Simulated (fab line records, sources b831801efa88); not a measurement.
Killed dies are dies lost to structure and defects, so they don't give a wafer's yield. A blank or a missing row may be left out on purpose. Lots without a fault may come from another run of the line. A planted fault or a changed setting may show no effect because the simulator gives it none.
fab line records | flow gf180mcu
record lots=24 wafers=72 last_day=34
route steps=602 shown MVSD@73 POLY_GATE@169 M1@317 PASSIVATION@589
lots that met no fault: from a run of the same line without faults
start_h: hours from the record's first day to the start of the lot's first wafer shown | wait_h: hours since the lot's step before | " the same as in the row above | L1.1+2: a row that stands for several wafers | - no value, or no start given | * or withheld: withheld | < > ~ a bound
route shown NAME@n: a module of which the file shows steps, and the number in the route of the first | usual: mean/standard deviation of fault-free wafers | same: alike in all rows | chamber/n: place in a boat | sites: the reading at each site | _std_site: their standard deviation | _edge_site: outer sites' mean less inner sites' | radius_mm: how far each site lies from the wafer's centre | mask NAME#n: copy n | behind: the tool/chamber that last shaped the wafer | hold: why the lot was held/for how many hours/how that ended | device: the transistor (n, p or np) that didn't switch | end of line: the same wafers' tests at the end of the route | a step without rows: its recipe alone | killed: dies lost to structure and defects at the first sort, not the wafer's yield | map: a wafer's dies, x killed, . not, _ none there
set.NAME: the setting as run; set.NAME@STEP: as run at that earlier step | model.NAME: the simulator's own value behind a step, which no gauge read
steps of the route over a sample of lots; a table a step, a row a wafer
services: from which hour (start_h, from the record's first day; less than 0 if before it) a tool's chamber was out of use, for how many hours, and why
## steps
# step GF_MVSD_OVL_MEAS_07
# usual MVSD_OVL=0.0/1.4
# columns lot.wafer tool chamber start_h wait_h MVSD_OVL[nm]
L074.1 overlay-02 - 74.05 - 0.5
L074.2 " - " " -0.4
L074.3 " - " " 0.1
L075.1 overlay-02 - 76.25 - 0.7
L075.2 " - " " 0.7
L075.3 " - " " -0.9
L076.2 overlay-02 - 81.46 - 2.0
L076.4 " - " " 0.5
L076.5 " - " " 0.2
L077.2 overlay-01 - 82.11 - -0.9
L077.5 " - " " -1.6
L077.6 " - " " -0.1
L078.2 overlay-02 - 90.00 - -0.9
L078.3 " - " " 3.7
L078.6 " - " " -0.5
L079.2 overlay-02 - 95.63 - -1.2
L079.5 " - " " -0.1
L079.6 " - " " -1.2
L080.2 overlay-02 - 139.35 - -0.5
L080.3 " - " " -1.3
L080.5 " - " " -1.1
L081.1 overlay-01 - 140.05 - 0.8
L081.3 " - " " 1.3
L081.5 " - " " -2.2
L082.3 overlay-01 - 143.97 - -0.3
L082.4 " - " " -1.6
L082.5 " - " " -1.3
L084.2 overlay-02 - 144.23 - -2.3
L084.3 " - " " -0.6
L084.4 " - " " -1.1
L083.1 overlay-01 - 144.30 - 1.5
L083.2 " - " " 0.0
L083.5 " - " " 0.3
L085.1 overlay-02 - 144.58 - 0.5
L085.2 " - " " 1.4
L085.6 " - " " 0.4
L086.2 overlay-01 - 148.13 - 0.9
L086.4 " - " " -1.0
L086.6 " - " " -1.1
L087.1 overlay-01 - 153.74 - 0.1
L087.2 " - " " -2.0
L087.5 " - " " -0.3
L088.1 overlay-01 - 166.97 - -0.5
L088.4 " - " " -0.8
L088.6 " - " " -1.5
L089.2 overlay-01 - 169.50 - 2.3
L089.3 " - " " 0.5
L089.4 " - " " 0.2
L090.1 overlay-01 - 174.29 - -0.8
L090.3 " - " " 0.8
L090.4 " - " " -1.8
L091.2 overlay-01 - 180.88 - 1.0
L091.5 " - " " -0.2
L091.6 " - " " 0.2
L092.1 overlay-01 - 189.35 - -0.5
L092.2 " - " " -0.3
L092.5 " - " " -2.1
L093.2 overlay-01 - 193.38 - 0.5
L093.5 " - " " 3.8
L093.6 " - " " -0.7
L094.1 overlay-01 - 197.25 - -0.3
L094.3 " - " " 1.5
L094.5 " - " " 0.5
L095.2 overlay-01 - 203.75 - -1.4
L095.3 " - " " 0.4
L095.4 " - " " 1.0
L096.2 overlay-02 - 218.23 - -1.9
L096.5 " - " " -3.7
L096.6 " - " " -1.2
L097.2 overlay-01 - 218.58 - -1.3
L097.4 " - " " -1.8
L097.6 " - " " 0.0
# step GF_POLY_GATE_ETCH_12
# recipe chemistry=N2/H2 target_depth_a=withheld overetch_a=withheld time_s=withheld target=BARC ion_energy_ev=200 source_w=500 bias_w=100 pressure_mtorr=30 n2_flow_sccm=100 h2_flow_sccm=200
# usual drypump_motor_current_A=5.7/0.46 oes_product_au=0.735/0.0049 throttle_valve_pct=13.214/0.009
# columns lot.wafer tool chamber start_h wait_h drypump_motor_current_A oes_product_au throttle_valve_pct
L074.1 rie_diel-01 0 179.26 0.0 6.3 0.736 13.211
L074.2 " 3 " " 5.7 0.734 13.207
L074.3 " 1 " " 4.7 0.729 13.222
L075.1 rie_diel-01 1 185.08 0.0 4.7 0.728 13.211
L075.2 " 0 " " 6.3 0.746 13.212
L075.3 " 2 " " 5.8 0.730 13.203
L076.2 rie_diel-02 3 199.53 0.0 5.5 0.738 13.222
L076.4 " 1 " " 5.9 0.725 13.208
L076.5 " 1 " " 5.9 0.733 13.217
L077.2 rie_diel-04 3 199.88 0.0 6.1 0.735 13.221
L077.5 " 0 " " 5.9 0.734 13.207
L077.6 " 2 " " 5.5 0.737 13.208
L078.2 rie_diel-04 3 208.23 0.0 6.1 0.743 13.204
L078.3 " 0 " " 5.9 0.731 13.198
L078.6 " 3 " " 6.1 0.742 13.216
L079.2 rie_diel-01 0 215.70 0.0 6.3 0.732 13.216
L079.5 " 0 " " 6.3 0.740 13.218
L079.6 " 3 " " 5.7 0.732 13.225
L080.2 rie_diel-01 3 265.73 0.0 5.6 0.732 13.214
L080.3 " 0 " " 6.3 0.743 13.192
L080.5 " 1 " " 4.7 0.742 13.220
L081.1 rie_diel-01 2 270.05 0.0 5.8 0.747 13.214
L081.3 " 3 " " 5.6 0.731 13.214
L081.5 " 2 " " 5.7 0.743 13.204
L082.3 rie_diel-01 3 273.51 0.0 5.7 0.733 13.210
L082.4 " 2 " " 5.7 0.745 13.220
L082.5 " 0 " " 6.3 0.733 13.208
L084.2 rie_diel-01 3 274.74 0.0 5.7 0.733 13.207
L084.3 " 2 " " 5.7 0.730 13.223
L084.4 " 0 " " 6.3 0.735 13.215
L083.1 rie_diel-04 2 275.31 0.0 5.5 0.736 13.216
L083.2 " 0 " " 5.9 0.737 13.229
L083.5 " 0 " " 5.9 0.731 13.198
L085.1 rie_diel-01 3 276.53 0.0 5.6 0.735 13.219
L085.2 " 0 " " 6.3 0.732 13.227
L085.6 " 3 " " 5.6 0.740 13.213
L086.2 rie_diel-02 0 277.61 0.0 5.8 0.725 13.240
L086.4 " 3 " " 5.5 0.733 13.218
L086.6 " 1 " " 5.9 0.741 13.217
L087.1 rie_diel-01 1 286.26 0.0 4.7 0.734 13.212
L087.2 " 3 " " 5.6 0.733 13.226
L087.5 " 0 " " 6.3 0.731 13.202
L088.1 rie_diel-04 3 304.56 0.0 6.1 0.735 13.217
L088.4 " 2 " " 5.5 0.730 13.213
L088.6 " 0 " " 5.9 0.738 13.213
L089.2 rie_diel-01 0 305.84 0.0 6.3 0.736 13.216
L089.3 " 1 " " 4.7 0.734 13.212
L089.4 " 3 " " 5.7 0.739 13.218
L090.1 rie_diel-02 0 314.56 0.0 5.8 0.741 13.218
L090.3 " 1 " " 5.9 0.737 13.215
L090.4 " 3 " " 5.5 0.734 13.222
L091.2 rie_diel-04 2 326.24 0.0 5.5 0.738 13.219
L091.5 " 1 " " 5.6 0.733 13.194
L091.6 " 0 " " 5.9 0.732 13.219
L092.1 rie_diel-02 3 336.73 0.0 5.5 0.736 13.217
L092.2 " 2 " " 6.2 0.730 13.218
L092.5 " 0 " " 5.8 0.737 13.211
L094.1 rie_diel-01 3 347.79 0.0 5.7 0.732 13.221
L094.3 " 2 " " 5.7 0.727 13.208
L094.5 " 2 " " 5.7 0.740 13.215
L093.2 rie_diel-02 2 348.16 0.0 6.2 0.737 13.227
L093.5 " 1 " " 5.9 0.736 13.208
L093.6 " 3 " " 5.5 0.737 13.204
L095.2 rie_diel-01 0 355.14 0.0 6.3 0.735 13.223
L095.3 " 3 " " 5.7 0.733 13.213
L095.4 " 3 " " 5.7 0.741 13.224
L097.2 rie_diel-02 3 371.33 0.0 5.5 0.731 13.213
L097.4 " 1 " " 5.9 0.731 13.211
L097.6 " 1 " " 5.9 0.731 13.213
L096.2 rie_diel-01 1 371.64 0.0 4.7 0.730 13.201
L096.5 " 1 " " 4.7 0.735 13.212
L096.6 " 0 " " 6.3 0.741 13.218
# step GF_M1_SPUTTER_02
# recipe material=AlCu target_thk_nm=450 power_w=10600 time_s=23.9 chamber_pressure_pa=0.4
# usual throttle_valve_pct=29.9/0.67
# columns lot.wafer tool chamber start_h wait_h throttle_valve_pct
L074.1 pvd_sputter-04 - 344.13 0.0 30.6
L074.2 " - " " 30.5
L074.3 " - " " 31.1
L075.1 pvd_sputter-04 - 349.79 0.0 30.2
L075.2 " - " " 29.6
L075.3 " - " " 31.2
L076.2 pvd_sputter-02 - 367.96 0.0 29.1
L076.4 " - " " 29.6
L076.5 " - " " 29.4
L077.2 pvd_sputter-04 - 369.88 0.0 31.1
L077.5 " - " " 30.2
L077.6 " - " " 31.0
L078.2 pvd_sputter-01 - 376.17 0.0 29.8
L078.3 " - " " 29.6
L078.6 " - " " 29.8
L079.2 pvd_sputter-04 - 384.98 0.0 31.2
L079.5 " - " " 31.0
L079.6 " - " " 30.6
L080.2 pvd_sputter-01 - 452.38 0.0 29.5
L080.3 " - " " 28.7
L080.5 " - " " 29.9
L081.1 pvd_sputter-02 - 455.96 0.0 29.3
L081.3 " - " " 30.5
L081.5 " - " " 29.6
L082.3 pvd_sputter-01 - 458.93 0.0 29.5
L082.4 " - " " 29.7
L082.5 " - " " 28.5
L084.2 pvd_sputter-02 - 459.86 0.0 29.4
L084.3 " - " " 29.3
L084.4 " - " " 30.5
L083.1 pvd_sputter-02 - 463.23 0.0 29.4
L083.2 " - " " 30.4
L083.5 " - " " 29.2
L085.1 pvd_sputter-01 - 465.26 0.0 30.0
L085.2 " - " " 29.8
L085.6 " - " " 29.3
L086.2 pvd_sputter-04 - 466.71 0.0 31.3
L086.4 " - " " 29.6
L086.6 " - " " 30.3
L087.1 pvd_sputter-02 - 480.53 0.0 29.4
L087.2 " - " " 30.6
L087.5 " - " " 29.2
L088.1 pvd_sputter-04 - 502.52 0.0 31.3
L088.4 " - " " 29.5
L088.6 " - " " 30.1
L089.2 pvd_sputter-04 - 504.46 0.0 30.3
L089.3 " - " " 30.5
L089.4 " - " " 31.3
L090.1 pvd_sputter-04 - 511.01 0.0 31.2
L090.3 " - " " 30.2
L090.4 " - " " 30.6
L091.2 pvd_sputter-02 - 523.10 0.0 30.3
L091.5 " - " " 30.8
L091.6 " - " " 29.9
L092.1 pvd_sputter-01 - 534.09 0.0 29.8
L092.2 " - " " 29.3
L092.5 " - " " 30.0
L094.1 pvd_sputter-04 - 549.90 0.0 31.1
L094.3 " - " " 29.8
L094.5 " - " " 30.3
L093.2 pvd_sputter-04 - 550.92 0.0 31.1
L093.5 " - " " 30.4
L093.6 " - " " 31.1
L095.2 pvd_sputter-02 - 558.92 0.0 30.7
L095.3 " - " " 29.6
L095.4 " - " " 29.3
L097.2 pvd_sputter-01 - 570.93 0.0 29.7
L097.4 " - " " 29.8
L097.6 " - " " 30.0
L096.2 pvd_sputter-02 - 571.81 0.0 29.4
L096.5 " - " " 29.4
L096.6 " - " " 29.6
# step GF_M1_SPUTTER_04
# recipe material=TiN target_thk_nm=50 power_w=6500 time_s=41.7 chamber_pressure_pa=0.4
# usual throttle_valve_pct=29.9/0.68
# columns lot.wafer tool chamber start_h wait_h throttle_valve_pct
L074.1 pvd_sputter-04 - 344.18 0.0 30.6
L074.2 " - " " 30.4
L074.3 " - " " 31.1
L075.1 pvd_sputter-04 - 349.84 0.0 30.4
L075.2 " - " " 29.6
L075.3 " - " " 31.0
L076.2 pvd_sputter-02 - 368.01 0.0 29.3
L076.4 " - " " 29.5
L076.5 " - " " 29.6
L077.2 pvd_sputter-04 - 369.93 0.0 30.9
L077.5 " - " " 30.4
L077.6 " - " " 31.4
L078.2 pvd_sputter-01 - 376.22 0.0 30.1
L078.3 " - " " 29.9
L078.6 " - " " 29.7
L079.2 pvd_sputter-04 - 385.03 0.0 31.3
L079.5 " - " " 31.2
L079.6 " - " " 30.4
L080.2 pvd_sputter-01 - 452.43 0.0 29.0
L080.3 " - " " 28.6
L080.5 " - " " 29.8
L081.1 pvd_sputter-02 - 456.01 0.0 29.4
L081.3 " - " " 30.6
L081.5 " - " " 29.1
L082.3 pvd_sputter-01 - 458.98 0.0 29.5
L082.4 " - " " 29.8
L082.5 " - " " 28.6
L084.2 pvd_sputter-02 - 459.91 0.0 29.8
L084.3 " - " " 29.1
L084.4 " - " " 30.5
L083.1 pvd_sputter-02 - 463.28 0.0 29.7
L083.2 " - " " 30.7
L083.5 " - " " 29.5
L085.1 pvd_sputter-01 - 465.31 0.0 30.1
L085.2 " - " " 30.0
L085.6 " - " " 29.5
L086.2 pvd_sputter-04 - 466.76 0.0 31.2
L086.4 " - " " 29.9
L086.6 " - " " 30.4
L087.1 pvd_sputter-02 - 480.58 0.0 29.6
L087.2 " - " " 30.5
L087.5 " - " " 29.2
L088.1 pvd_sputter-04 - 502.57 0.0 31.2
L088.4 " - " " 29.3
L088.6 " - " " 30.4
L089.2 pvd_sputter-04 - 504.51 0.0 30.5
L089.3 " - " " 30.3
L089.4 " - " " 31.2
L090.1 pvd_sputter-04 - 511.06 0.0 31.2
L090.3 " - " " 30.6
L090.4 " - " " 30.4
L091.2 pvd_sputter-02 - 523.15 0.0 30.7
L091.5 " - " " 30.5
L091.6 " - " " 29.7
L092.1 pvd_sputter-01 - 534.14 0.0 29.6
L092.2 " - " " 29.4
L092.5 " - " " 30.0
L094.1 pvd_sputter-04 - 549.95 0.0 31.3
L094.3 " - " " 29.5
L094.5 " - " " 30.2
L093.2 pvd_sputter-04 - 550.97 0.0 31.3
L093.5 " - " " 30.6
L093.6 " - " " 30.9
L095.2 pvd_sputter-02 - 558.97 0.0 30.5
L095.3 " - " " 29.5
L095.4 " - " " 29.1
L097.2 pvd_sputter-01 - 570.98 0.0 29.9
L097.4 " - " " 29.9
L097.6 " - " " 29.8
L096.2 pvd_sputter-02 - 571.86 0.0 29.5
L096.5 " - " " 29.5
L096.6 " - " " 29.1
# step GF_PASSIVATION_CVD_02
# recipe material=Si3N4 target_thk_nm=700 time_s=486.18 temp_c=400 rf_w=450
# usual heater_power_w=738/110
# columns lot.wafer tool chamber start_h wait_h heater_power_w
L074.1 pecvd-02 0 634.62 0.1 905
L074.2 " 2 " " 650
L074.3 " 1 " " 736
L075.1 pecvd-02 0 635.84 0.1 867
L075.2 " 2 " " 657
L075.3 " 1 " " 819
L076.2 pecvd-04 0 654.30 0.0 892
L076.4 " 2 " " 671
L076.5 " 1 " " 740
L077.2 pecvd-04 0 655.84 0.0 800
L077.5 " 0 " " 831
L077.6 " 2 " " 678
L078.2 pecvd-02 0 661.65 0.0 897
L078.3 " 2 " " 571
L078.6 " 0 " " 765
L079.2 pecvd-04 2 670.21 0.0 603
L079.5 " 0 " " 737
L079.6 " 2 " " 646
L080.2 pecvd-02 0 720.98 0.0 836
L080.3 " 2 " " 600
L080.5 " 0 " " 861
L081.1 pecvd-04 0 723.91 0.1 885
L081.3 " 1 " " 760
L081.5 " 2 " " 573
L082.3 pecvd-02 0 724.22 0.0 924
L082.4 " 2 " " 661
L082.5 " 0 " " 756
L084.2 pecvd-02 2 725.10 0.0 583
L084.3 " 1 " " 794
L084.4 " 2 " " 606
L083.1 pecvd-01 1 727.53 0.1 669
L083.2 " 2 " " 812
L083.5 " 1 " " 550
L085.1 pecvd-01 1 728.73 0.1 682
L085.2 " 0 " " 633
L085.6 " 2 " " 831
L086.2 pecvd-01 0 730.10 0.0 672
L086.4 " 1 " " 701
L086.6 " 0 " " 698
L087.1 pecvd-04 2 740.90 0.1 673
L087.2 " 1 " " 732
L087.5 " 0 " " 753
L088.1 pecvd-04 0 757.17 0.1 905
L088.4 " 0 " " 745
L088.6 " 1 " " 771
L089.2 pecvd-02 2 758.44 0.0 586
L089.3 " 2 " " 618
L089.4 " 0 " " 896
L090.1 pecvd-02 2 762.41 0.1 632
L090.3 " 2 " " 639
L090.4 " 0 " " 883
L091.2 pecvd-02 1 770.63 0.0 841
L091.5 " 0 " " 927
L091.6 " 1 " " 889
L092.1 pecvd-02 2 780.29 0.1 545
L092.2 " 0 " " 828
L092.5 " 1 " " 878
L094.1 pecvd-04 0 789.45 0.1 853
L094.3 " 1 " " 678
L094.5 " 2 " " 626
L093.2 pecvd-04 2 789.92 0.0 700
L093.5 " 2 " " 567
L093.6 " 1 " " 742
L095.2 pecvd-01 0 795.49 0.0 677
L095.3 " 1 " " 589
L095.4 " 1 " " 629
L097.2 pecvd-02 1 806.03 0.0 778
L097.4 " 1 " " 826
L097.6 " 2 " " 656
L096.2 pecvd-02 0 806.88 0.0 906
L096.5 " 1 " " 805
L096.6 " 2 " " 661
# step GF_PASSIVATION_STRIP_12
# recipe chemistry=O2/N2 power_w=1400 pressure_mtorr=1500 platen_temp_c=250 o2_flow_sccm=3000 n2_flow_sccm=300 overash_fraction=0.5
# usual drypump_motor_current_A=5.8/0.31 heater_power_w=310/29 oes_product_au=0.720/0.0044 platen_temp_c=250.00/0.19 strip_time_to_endpoint_s=34.89/0.26
# columns lot.wafer tool chamber start_h wait_h drypump_motor_current_A heater_power_w oes_product_au platen_temp_c rf_hours_counter_h strip_time_to_endpoint_s
L074.1 plasma_asher-02 0 653.88 0.1 5.9 309 0.720 250.20 114 34.34
L074.2 " 1 " " 6.1 339 0.721 250.58 114 34.29
L074.3 " 0 " " 5.9 311 0.721 250.19 - 34.60
L075.1 plasma_asher-01 0 655.93 0.1 5.4 343 0.722 249.95 53 34.77
L075.2 " 1 " " 6.0 296 0.713 250.06 53 34.89
L075.3 " 1 " " 6.0 309 0.720 249.91 - 34.45
L076.2 plasma_asher-01 1 673.68 0.1 6.0 306 0.719 250.08 55 34.23
L076.4 " 0 " " 5.4 343 0.714 250.10 - 34.72
L076.5 " 1 " " 6.0 302 0.712 250.33 - 34.80
L077.2 plasma_asher-02 0 675.16 0.1 5.9 302 0.724 249.96 116 34.79
L077.5 " 0 " " 5.8 296 0.713 249.90 - 34.91
L077.6 " 1 " " 6.1 326 0.723 250.03 - 34.68
L078.2 plasma_asher-03 1 681.51 0.1 5.4 268 0.724 249.97 80 34.83
L078.3 " 0 " " 5.8 265 0.726 249.86 - 35.35
L078.6 " 0 " " 5.8 261 0.713 249.97 - 34.95
L079.2 plasma_asher-01 0 688.78 0.1 5.3 342 0.720 249.97 56 34.59
L079.5 " 0 " " 5.3 325 0.717 249.92 - 34.94
L079.6 " 1 " " 6.0 296 0.726 249.85 - 34.48
L080.2 plasma_asher-01 0 739.18 0.1 5.4 347 0.716 249.76 61 35.15
L080.3 " 0 " " 5.3 351 0.712 249.49 - 35.33
L080.5 " 1 " " 6.0 300 0.717 249.76 - 35.21
L081.1 plasma_asher-01 0 742.02 0.1 5.3 339 0.719 250.23 62 35.23
L081.3 " 1 " " 6.0 295 0.718 249.77 - 35.11
L081.5 " 0 " " 5.4 346 0.723 250.09 - 35.30
L082.3 plasma_asher-01 1 742.40 0.2 6.0 301 0.717 249.98 - 34.71
L082.4 " 0 " " 5.4 346 0.722 250.05 - 35.04
L082.5 " 0 " " 5.3 333 0.716 250.04 - 34.79
L084.2 plasma_asher-02 1 743.83 0.1 6.1 339 0.718 249.71 0 34.77
L084.3 " 1 " " 6.2 336 0.718 250.06 - 34.21
L084.4 " 0 " " 5.9 296 0.722 250.27 - 34.81
L083.1 plasma_asher-01 1 746.23 0.1 6.0 298 0.722 249.91 62 34.79
L083.2 " 0 " " 5.3 347 0.721 249.88 62 34.84
L083.5 " 1 " " 6.0 300 0.722 250.01 - 34.88
L085.1 plasma_asher-01 1 747.23 0.1 6.0 305 0.723 250.11 63 34.53
L085.2 " 0 " " 5.4 339 0.719 249.78 63 34.90
L085.6 " 1 " " 6.0 305 0.721 250.10 - 35.03
L086.2 plasma_asher-03 1 748.53 0.1 5.4 268 0.722 250.19 86 35.06
L086.4 " 0 " " 5.8 256 0.716 250.52 - 34.71
L086.6 " 1 " " 5.4 260 0.718 250.28 - 35.17
L087.1 plasma_asher-01 1 757.86 0.1 6.0 292 0.725 250.26 64 35.10
L087.2 " 0 " " 5.3 346 0.723 250.03 64 35.31
L087.5 " 0 " " 5.4 339 0.719 250.12 - 34.91
L088.1 plasma_asher-03 1 773.71 0.1 5.4 260 0.721 249.79 88 35.08
L088.4 " 0 " " 5.8 257 0.722 250.24 - 34.75
L088.6 " 0 " " 5.8 260 0.720 250.12 - 35.11
L089.2 plasma_asher-02 1 775.13 0.1 6.1 343 0.714 249.93 3 34.97
L089.3 " 1 " " 6.1 338 0.716 249.80 - 35.12
L089.4 " 0 " " 5.9 298 0.721 249.68 - 35.14
L090.1 plasma_asher-02 1 778.68 0.1 6.2 337 0.717 250.16 4 35.03
L090.3 " 1 " " 6.1 345 0.718 250.18 - 35.30
L090.4 " 0 " " 5.9 283 0.715 250.13 - 35.04
L091.2 plasma_asher-02 0 787.18 0.1 5.9 291 0.729 249.98 5 35.02
L091.5 " 1 " " 6.1 343 0.728 249.98 - 35.11
L091.6 " 0 " " 5.9 292 0.721 250.17 - 34.62
L092.1 plasma_asher-03 1 795.85 0.1 5.4 263 0.724 249.73 90 34.59
L092.2 " 0 " " 5.8 256 0.719 250.15 90 34.97
L092.5 " 1 " " 5.4 260 0.719 250.36 - 34.65
L094.1 plasma_asher-01 1 804.63 0.1 6.0 304 0.717 250.06 68 34.73
L094.3 " 1 " " 6.0 300 0.722 249.93 - 34.78
L094.5 " 0 " " 5.4 339 0.727 249.83 - 34.79
L093.2 plasma_asher-01 0 805.55 0.1 5.4 345 0.714 250.06 69 34.92
L093.5 " 0 " " 5.4 337 0.719 250.01 - 35.15
L093.6 " 1 " " 6.0 299 0.718 249.90 - 34.85
L095.2 plasma_asher-01 1 811.12 0.1 6.0 295 0.719 249.95 69 34.81
L095.3 " 0 " " 5.3 338 0.712 249.88 - 34.97
L095.4 " 1 " " 6.0 296 0.712 250.11 - 34.99
L097.2 plasma_asher-01 1 820.58 0.1 6.0 306 0.714 249.85 70 35.09
L097.4 " 0 " " 5.4 341 0.726 249.77 - 34.77
L097.6 " 1 " " 6.0 307 0.718 249.68 - 35.08
L096.2 plasma_asher-02 0 821.88 0.1 5.9 293 0.718 250.35 8 34.97
L096.5 " 1 " " 6.1 335 0.721 250.01 - 34.93
L096.6 " 0 " " 5.9 290 0.724 250.10 - 34.76
## services
# columns tool chamber start_h hours kind
plasma_asher-01 - 171.73 3.5 repair
plasma_asher-01 - 174.44 0.9 repair
pvd_sputter-04 - 216.66 18.3 repair
rie_diel-01 0 234.82 19.8 repair
rie_diel-01 2 261.29 6.4 repair
rie_diel-01 0 316.15 15.8 repair
plasma_asher-01 - 342.15 4.0 repair
rie_diel-01 - 351.61 0.6 repair
rie_diel-01 1 352.19 13.2 repair
pvd_sputter-04 - 356.03 1.9 repair
plasma_asher-01 - 380.01 3.3 repair
rie_diel-01 3 384.53 11.5 repair
rie_diel-01 2 461.12 4.6 repair
rie_diel-01 - 476.06 0.2 repair
pvd_sputter-02 - 489.47 8.8 repair
plasma_asher-01 - 490.56 2.0 repair
plasma_asher-01 - 532.21 2.8 pm
plasma_asher-01 - 572.68 15.6 pm
pvd_sputter-02 - 592.84 4.5 repair
pvd_sputter-02 - 644.05 0.9 repair
pvd_sputter-04 - 747.17 0.8 repair
pvd_sputter-02 - 758.52 52.7 repair
pvd_sputter-04 - 766.74 8.4 repair
pvd_sputter-04 - 783.22 2.3 repair
## key
fault none
